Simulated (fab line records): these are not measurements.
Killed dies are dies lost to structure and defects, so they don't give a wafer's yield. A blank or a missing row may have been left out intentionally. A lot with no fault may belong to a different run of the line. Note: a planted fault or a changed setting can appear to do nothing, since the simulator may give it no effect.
Which tool did it? | flow gf180mcu | 36 wafers from 12 lots sampled at 5 of the route's 602 steps

== WHAT THE GAUGES READ, wafer by wafer ==
GF_NWELL_OVL_MEAS_07.
lot  | measured    | on         | NWELL_OVL (nm)
L437 | day 3 20:02 | overlay-02 | -0.9 -1.5 -2.4
L438 | day 3 19:10 | overlay-02 | -0.5 -1.5 -0.1
L439 | day 4 02:32 | overlay-02 | 0.4 -0.9 -0.6
L441 | day 4 06:44 | overlay-02 | 1.1 -0.6 1.7
L440 | day 4 07:36 | overlay-02 | 0.5 -2.5 -2.8
L442 | day 4 14:35 | overlay-02 | 3.0 1.4 2.1
L443 | day 4 18:11 | overlay-01 | 1.3 1.3 -1.3
L444 | day 5 02:12 | overlay-01 | -2.9 -2.2 -0.5
L448 | day 5 20:13 | overlay-02 | -0.6 0.0 1.7
L451 | day 6 16:14 | overlay-01 | -0.7 2.6 0.8
L455 | day 7 23:38 | overlay-02 | -3.8 -2.1 -3.1
L457 | day 8 11:11 | overlay-01 | 0.3 -0.3 -1.1

GF_HV_LDD_CD_MEAS_31 targets a cd of 400 nm.
lot  | measured     | on        | cd-nm (nm)
L437 | day 12 02:49 | cd-sem-01 | 402.1 402.9 402.3
L438 | day 12 00:12 | cd-sem-01 | 400.4 399.2 401.3
L439 | day 12 09:22 | cd-sem-02 | 397.9 398.8 398.2
L441 | day 12 16:59 | cd-sem-01 | 398.9 396.9 398.7
L440 | day 12 16:34 | cd-sem-01 | 401.0 400.1 403.4
L442 | day 13 03:01 | cd-sem-01 | 395.2 397.8 399.3
L443 | day 13 08:28 | cd-sem-01 | 402.3 400.9 399.8
L444 | day 13 18:37 | cd-sem-01 | 395.3 395.7 397.3
L448 | day 14 23:56 | cd-sem-01 | 424.6 423.5 424.8
L451 | day 16 03:40 | cd-sem-01 | 423.8 423.4 424.9
L455 | day 18 05:41 | cd-sem-02 | 401.0 398.6 397.8
L457 | day 19 00:40 | cd-sem-01 | 399.3 399.3 402.4

GF_PSD_OVL_MEAS_08.
lot  | measured     | on         | PSD_OVL (nm)
L437 | day 14 19:39 | overlay-01 | -1.4 -2.6 0.2
L438 | day 14 15:43 | overlay-01 | 0.6 0.5 0.9
L439 | day 15 02:14 | overlay-01 | -1.6 -0.7 0.2
L441 | day 15 11:33 | overlay-02 | -2.4 -1.2 -1.1
L440 | day 15 10:38 | overlay-01 | -1.7 -2.4 -2.9
L442 | day 15 22:37 | overlay-01 | -3.4 -1.1 -3.1
L443 | day 16 04:05 | overlay-01 | 1.1 0.2 -1.3
L444 | day 16 14:29 | overlay-02 | 0.5 0.1 0.7
L448 | day 17 22:10 | overlay-02 | -2.0 -2.0 -1.5
L451 | day 19 05:21 | overlay-02 | -3.4 -1.3 -2.7
L455 | day 21 09:34 | overlay-01 | 0.7 -0.1 -0.5
L457 | day 22 05:27 | overlay-01 | -1.8 -1.4 -2.1

== TOOL THAT RAN EACH LOT (tool first, then ch and the chambers of the sampled wafers, then the start) ==
lot  | GF_STI_STRIP_15                     | GF_HV_LDD_EXPOSE_28
L437 | plasma-asher-04 ch 0,1, day 2 02:38 | iline-stepper-02 ch 0, day 11 17:29
L438 | plasma-asher-03 ch 0,1, day 2 07:44 | iline-stepper-01 ch 0, day 11 14:48
L439 | plasma-asher-02 ch 0,1, day 2 13:13 | iline-stepper-01 ch 0, day 12 00:40
L441 | plasma-asher-03 ch 0,1, day 2 21:46 | iline-stepper-01 ch 0, day 12 07:38
L440 | plasma-asher-03 ch 0,1, day 2 22:07 | iline-stepper-02 ch 0, day 12 07:01
L442 | plasma-asher-03 ch 0,1, day 3 06:47 | iline-stepper-01 ch 0, day 12 17:13
L443 | plasma-asher-02 ch 0,1, day 3 10:40 | iline-stepper-01 ch 0, day 12 23:25
L444 | plasma-asher-04 ch 0,1, day 3 16:45 | iline-stepper-01 ch 0, day 13 08:10
L448 | plasma-asher-03 ch 0,1, day 4 10:28 | iline-stepper-02 ch 0, day 14 13:50
L451 | plasma-asher-04 ch 0,1, day 5 02:25 | iline-stepper-02 ch 0, day 15 17:28
L455 | plasma-asher-02 ch 0,1, day 6 02:50 | iline-stepper-01 ch 0, day 17 18:10
L457 | plasma-asher-02 ch 0,1, day 6 13:07 | iline-stepper-01 ch 0, day 18 13:59
- GF_STI_STRIP_15: strips in O2/N2.
- GF_HV_LDD_EXPOSE_28: exposes mask Nplus HV AREA, target cd 400 nm.

== AS READ BY THE TOOLS THEMSELVES (means over the sampled wafers that have a number; for cases with no such wafer, the mark the record gives instead) ==
GF_STI_STRIP_15.
lot  | tool            | drypump-motor-current-A (A) | heater-power-w (W) | oes-product-au (a.u.) | platen-temp-c (C) | strip-time-to-endpoint-s (s)
L437 | plasma-asher-04 | 5.7                         | 370                | 0.386                 | 250.06            | 3.70
L438 | plasma-asher-03 | 6.1                         | 309                | 0.389                 | 249.98            | 3.81
L439 | plasma-asher-02 | 5.4                         | 318                | 0.383                 | 250.18            | 3.73
L441 | plasma-asher-03 | 6.1                         | 312                | 0.383                 | 249.81            | 3.72
L440 | plasma-asher-03 | 6.3                         | 307                | 0.385                 | 249.82            | 3.72
L442 | plasma-asher-03 | 6.4                         | 307                | 0.386                 | 250.00            | 3.73
L443 | plasma-asher-02 | 5.6                         | 320                | 0.380                 | 249.93            | 3.69
L444 | plasma-asher-04 | 5.7                         | 340                | 0.385                 | 249.93            | 3.69
L448 | plasma-asher-03 | 6.1                         | 309                | 0.389                 | 249.97            | 3.76
L451 | plasma-asher-04 | 5.7                         | 368                | 0.383                 | 250.00            | 3.75
L455 | plasma-asher-02 | 5.4                         | 319                | 0.380                 | 249.87            | 3.71
L457 | plasma-asher-02 | 5.4                         | 322                | 0.381                 | 249.98            | 3.68

GF_HV_LDD_EXPOSE_28.
lot  | tool             | exposure-dose-mJ-cm2
L437 | iline-stepper-02 | 140.01
L438 | iline-stepper-01 | 139.95
L439 | iline-stepper-01 | 139.87
L441 | iline-stepper-01 | 140.14
L440 | iline-stepper-02 | 139.95
L442 | iline-stepper-01 | 140.07
L443 | iline-stepper-01 | 140.05
L444 | iline-stepper-01 | 139.92
L448 | iline-stepper-02 | 152.34
L451 | iline-stepper-02 | 152.46
L455 | iline-stepper-01 | 139.96
L457 | iline-stepper-01 | 140.02

== THE ANSWER, worked out from the rows above alone ==
Rule: the usual values come from the lots themselves. The widest of any qualifying gaps counts: lots, ordered by their means at a reading, are off when they make up no more than a third of the lots, leave a main group of 4 or more, and stand apart from it by 3 or more times the standard deviation of that group's means. A main group is skipped when, at the precision printed for the reading in the tables above, its means are all equal. Also off: a lot with no number at a reading for which 4 or more lots have one. Where the step has rows for the other lots, those lots are counted as sound. After the gauges, taken in route order, come the tools' own readings; for these a lot's mean is taken, as printed above. At the first step where some lot is off, the reading lying furthest off is the one used; lots without a number count as furthest.
Off at GF_HV_LDD_CD_MEAS_31 (cd-nm): L448, L451. The main group: mean 399.5 nm, standard deviation 1.9.
If a tool, at a process step before that reading, ran all the lots that are off and no sound lot after the first of them, it fits. Not tried: the gauges at GF_HV_LDD_CD_MEAS_31; whatever is off there is also off at GF_HV_LDD_EXPOSE_28, on other tools, and gauge error can't account for it. One fits: iline-stepper-02 at GF_HV_LDD_EXPOSE_28. Its last sound lot is L440 (day 12 07:01), its first lot that is off L448 (day 14 13:50): a fault that began between those two fits.
On the lots that are off, the tool's own readings at GF_HV_LDD_EXPOSE_28 differ by more than 5 times the standard deviation of the sound lots' means, which bears it out; exposure-dose-mJ-cm2 reads 152.40 there versus 139.99 on the sound lots.

== WHAT THE SIMULATOR HAD PUT IN ==
Process parameter drift: iline-stepper-02, from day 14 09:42 on, at GF_HV_LDD_EXPOSE_28. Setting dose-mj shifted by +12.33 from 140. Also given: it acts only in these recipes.
Lots struck among those shown: L448, L451. This agrees with what the rule above found.
